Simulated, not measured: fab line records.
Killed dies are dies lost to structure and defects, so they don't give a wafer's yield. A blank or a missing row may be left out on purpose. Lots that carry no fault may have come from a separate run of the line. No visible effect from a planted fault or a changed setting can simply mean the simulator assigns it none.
Which tool did it?    flow gf180mcu    18 wafers from 6 lots sampled at 4 of the route's 602 steps

## WHAT EACH GAUGE READ, for each wafer
GF_TOP_METAL_THK_MEAS_06: measures by xrf.
lot   measured      on             TOP_METAL_ALCU_THK (nm)
L597  day 28 01:54  film metro-01  929 915 929
L600  day 29 06:21  film metro-02  909 915 917
L603  day 30 03:21  film metro-03  915 914 917
L613  day 32 16:52  film metro-01  982 989 976
L615  day 33 02:27  film metro-01  906 895 899
L617  day 33 12:16  film metro-01  921 936 926

## WHAT TOOL EACH LOT RAN ON (gives the tool, then ch and the chambers of the sampled wafers, and finally the start)
lot   GF_V5_ETCH_16                       GF_TOP_METAL_SPUTTER_01       GF_TOP_METAL_SPUTTER_04
L597  rie diel-02 ch 0,1,2, day 28 00:11  pvd sputter-02, day 28 01:40  pvd sputter-02, day 28 01:46
L600  rie diel-03 ch 0,1,3, day 29 04:35  pvd sputter-04, day 29 06:06  pvd sputter-04, day 29 06:11
L603  rie diel-03 ch 1,3, day 30 01:37    pvd sputter-02, day 30 03:05  pvd sputter-02, day 30 03:11
L613  rie diel-02 ch 1,3, day 32 15:08    pvd sputter-04, day 32 16:37  pvd sputter-04, day 32 16:43
L615  rie diel-04 ch 0,2,3, day 33 00:44  pvd sputter-01, day 33 02:13  pvd sputter-01, day 33 02:18
L617  rie diel-02 ch 0,2,3, day 33 10:32  pvd sputter-04, day 33 12:01  pvd sputter-04, day 33 12:07
- GF_V5_ETCH_16: etches BARC in N2/H2.
- GF_TOP_METAL_SPUTTER_01: material TiN, target thk 30 nm, time 25 s.
- GF_TOP_METAL_SPUTTER_04: material TiN, target thk 25 nm, time 20.8 s.

## THE ANSWER, worked out from the rows above alone
Rule: the lots themselves supply what counts as usual. Put in order of their means at a reading, lots are off if they are a third of the lots or fewer, leave a main group of 4 or more, and stand apart from it by a gap of 3 or more times the standard deviation of the main group's means; of several such gaps the widest counts. A main group is skipped when, at the precision printed for the reading in the tables above, its means are all equal. A lot without any number at a reading at which 4 lots or more have one is off too. Any other lot the step has rows for is counted as sound.
Off: L613, at GF_TOP_METAL_THK_MEAS_06 (TOP_METAL_ALCU_THK). The main group: mean 916 nm, standard deviation 9.7.
A tool fits if, at a process step before that reading, it ran every lot that is off, and no sound lot after the first of them. Gauges at GF_TOP_METAL_THK_MEAS_06: tried the same way as those tools. No candidate that was tried fits.

## WHAT HAD BEEN PUT IN BY THE SIMULATOR
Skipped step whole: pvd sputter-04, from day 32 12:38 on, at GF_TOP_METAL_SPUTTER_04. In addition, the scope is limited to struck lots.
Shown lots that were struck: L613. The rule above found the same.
